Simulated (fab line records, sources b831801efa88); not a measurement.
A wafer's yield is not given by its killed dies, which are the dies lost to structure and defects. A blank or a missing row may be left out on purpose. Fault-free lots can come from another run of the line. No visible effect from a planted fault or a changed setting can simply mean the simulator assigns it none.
Problem report, 8D (eight disciplines) form, completed by code -- flow gf180mcu -- the parts of the form that need people (team, actions taken, sign-off) are left out

## 1. THE PROBLEM
V4_W_RS at GF_V4_RS_MEAS_24 reads a mean of 0.550 ohm/sq on 4 wafers of 3 lots; wafers without a fault read 0.325 ohm/sq with a standard deviation of 0.0038. That is +59 standard deviations from the usual mean.
The step: measures by four-point-probe.
First seen on wafer L860.4, day 28 18:47, on film metro-03. The record holds 32 wafers of 11 lots with a number at this step. Rule for "out", or "out of limits": more than 4 standard deviations from the usual mean. All remaining wafers that have a number are taken as sound.

## 2. WHAT THIS IS AND IS NOT
question,is,is not
which readings at this step,V4_W_RS,-
which lots,"L860, L861, L862","L847, L848, L849, L850, L863, L866, L867, L868"
which wafers of those lots,"L860.4, L860.5, L861.4, L862.4","L861.2, L861.6, L862.3, L862.6"
read on which gauges,"film metro-01, film metro-03, film metro-04",-
when,from day 28 18:47,"up to then (12 sound wafers); but 16 sound wafers of L861, L862, L863, L866, L867, L868 came after"

## 3. SUSPECTS, AND WHAT RULES EACH OUT
Counting: any tool at a process step up to the reading remains a suspect provided it ran every lot that is out. Sound lots after the first of them don't rule it out here, since some wafers of a struck lot are sound.
- the gauge at GF_V4_RS_MEAS_24 has been ruled out. The wafers that are out were read on 3 gauges (film metro-01, film metro-03, film metro-04).
- cvd w-01 at GF_V4_CVD_23 (deposits W, target thk 350 nm, time 104.9 s): kept. It processed each lot that is out (first: L860, day 28 18:39); up to then, its last sound lot is L847 (day 24 05:48).
After counting, what remains is cvd w-01 at GF_V4_CVD_23.

## 4. THE CAUSE (what the simulator had put in)
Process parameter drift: cvd w-01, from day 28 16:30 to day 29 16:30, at GF_V4_CVD_23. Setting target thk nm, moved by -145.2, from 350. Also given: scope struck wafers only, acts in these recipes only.
The count eliminated every tool but this one.

## 5. THE CHAIN OF EFFECTS, in route order
Each row: a reading whose mean over the struck wafers that have a number lies more than 3 standard deviations from the usual. Scope: only readings with a usual standard deviation given in the record; hours: median across lots of the time from each lot's start at the first step in this table that gives one to its start at this step; sigmas: change in usual standard deviations.
hours,step,reading,usual,on struck wafers,change,sigmas
0,GF_V4_RS_MEAS_24,V4_W_RS,0.325 ohm/sq,0.550,+0.225,+59
0,GF_V4_THK_MEAS_25,V4_W_THK,358 nm,212,-146,-23
0,GF_V4_CMP_26,time to endpoint s,85.2 s,51.3,-33.9,-11
It contains these process steps:
- GF_V4_CMP_26: polishes, stops on SiO2, t overpolish 15 s, target thk 0 nm.
Later steps that measure or inspect, where all struck wafers having a row at the step show a number for every such reading and not one has moved that far: GF_MIM_THK_MEAS_06.

## 6. WHAT WOULD HAVE CAUGHT IT SOONER
In this record the first reading out of limits at a measuring or inspecting step was taken at day 28 18:47, 2 hours after the fault began at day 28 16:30.
An alarm limit of 4 standard deviations would not have fired on the tool readings at GF_V4_CVD_23 for which the record gives a usual standard deviation, since none of them was out on any struck wafer.
Lots out: 3; of these, L861, L862 started GF_V4_CVD_23 on cvd w-01 after day 28 18:47. A hold on the tool at that time would have spared those 2.
